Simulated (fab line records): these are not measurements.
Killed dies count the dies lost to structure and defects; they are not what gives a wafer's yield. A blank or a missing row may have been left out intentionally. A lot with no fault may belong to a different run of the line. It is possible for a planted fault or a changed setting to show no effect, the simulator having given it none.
Comparing a struck lot with a sound one -- flow gf180mcu -- 29 out of 602 route steps
Sound: the wafers L967.1, L967.2, L967.6. Struck: wafer L968.1 (L968.2, L968.4, from the same lot, were not struck and are left out); the cause is given at the end.
Each step with rows lists, per side, the tool, then ch with its chambers, then its first start. Under that, the readings that differ: sound wafers -- struck wafers -- difference of the means -- sigmas: that difference in standard deviations of wafers without a fault.
alike: readings with means less than 2 such deviations apart, plus words and numbers identical on both sides. not compared: withheld readings, readings lacking a value on some wafer, bounds such as >300 that could conceal the same value, and numbers that have no deviation in the record and whose values overlap.
A row with sigmas, a row that says differs or no value, or rows on one side alone: a step with any of these is where the two part. Non-overlapping numbers with no deviation appear without sigmas and do not part them. A reading that every wafer of one side lacks parts them only if that side has two wafers or more.

first, 6 steps without rows for these wafers: GF_HV_LDD_IMPLANT_48; GF_HV_LDD_STRIP_49 (strips in O2/N2); GF_HV_LDD_CLEAN_51 (cleans in SC1/SC2, time 150 s); GF_HV_LDD_RTA_52 (time 10 s); GF_HV_LDD_CVD_54 (deposits SiO2 from TEOS, target thk 10 nm, time 75 s); GF_HV_LDD_CVD_56 (deposits Si3N4 from DCS/NH3, target thk 90 nm, time 1543 s).
GF_HV_LDD_ETCHBACK_58: etches Si3N4 in CH3F/O2, stops on SiO2, time 100 s, target depth 90 nm.
  sound on rieDiel-01 ch 2,3, day 15 07:14; struck on rieDiel-03 ch 1, day 15 12:23
reading,sound,struck,difference,sigmas
drypumpMotorCurrentA (A),6.0 5.7 5.7,5.0,-0.8,-2
rfFwdPowerW (W),399.1 397.6 396.9,463.8,+65.9,+47
model.SiO2_of_HV_LDD_CVD_54.thkNm (nm),7.654 7.708 7.816,7.084,-0.642,
  alike: oesProductAu, throttleValvePct
  not compared: rfHoursCounterH
then, 19 steps without rows for these wafers: GF_NSD_DEHYDRATE_00 (time 60 s); GF_NSD_HMDS_01 (prime time 60 s); GF_NSD_COAT_02 (resist thk 1000 nm); GF_NSD_SOFTBAKE_03 (time 60 s); GF_NSD_EXPOSE_04 (exposes mask Nplus, target cd 400 nm); GF_NSD_PEB_05; GF_NSD_DEVELOP_06 (develop time 60 s); GF_NSD_IMPLANT_09; GF_NSD_IMPLANT_10; GF_NSD_STRIP_11 (strips in O2/N2); GF_PSD_DEHYDRATE_00 (time 60 s); GF_PSD_HMDS_01 (prime time 60 s); GF_PSD_COAT_02 (resist thk 1000 nm); GF_PSD_SOFTBAKE_03 (time 60 s); GF_PSD_EXPOSE_04 (exposes mask Pplus, target cd 400 nm); GF_PSD_PEB_05; GF_PSD_DEVELOP_06 (develop time 60 s); GF_PSD_IMPLANT_09; GF_PSD_STRIP_10 (strips in O2/N2).
GF_PSD_CLEAN_12: cleans in SC1/SC2, time 150 s.
  sound on wetBench-04 ch 3, day 17 03:59; struck on wetBench-02 ch 1, day 17 09:53
reading,sound,struck,difference,sigmas
model.SiO2_of_HV_LDD_CVD_54.thkNm (nm),6.972 7.028 7.133,6.405,-0.639,
  alike: bathGuardTempC
then, 1 step without rows for these wafers: GF_PSD_RTA_13 (time 20 s).
-- the record jumps here: 14 days lie between the struck wafers' starts before and after (it left off in module PSD and takes up again in module PASSIVATION, whose first step shown is number 602 of the route) --
GF_PASSIVATION_PROBE_99:
  rows exist in the record for the struck wafers here (prober-02, day 31 17:23), but not for the sound ones

== WHERE THEY PART ==
Earliest at GF_HV_LDD_ETCHBACK_58; latest, in this record, at GF_PASSIVATION_PROBE_99.

WHY: what the simulator had put in
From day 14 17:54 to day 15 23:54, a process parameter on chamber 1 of rieDiel-03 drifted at GF_HV_LDD_ETCHBACK_58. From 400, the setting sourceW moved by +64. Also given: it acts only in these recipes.
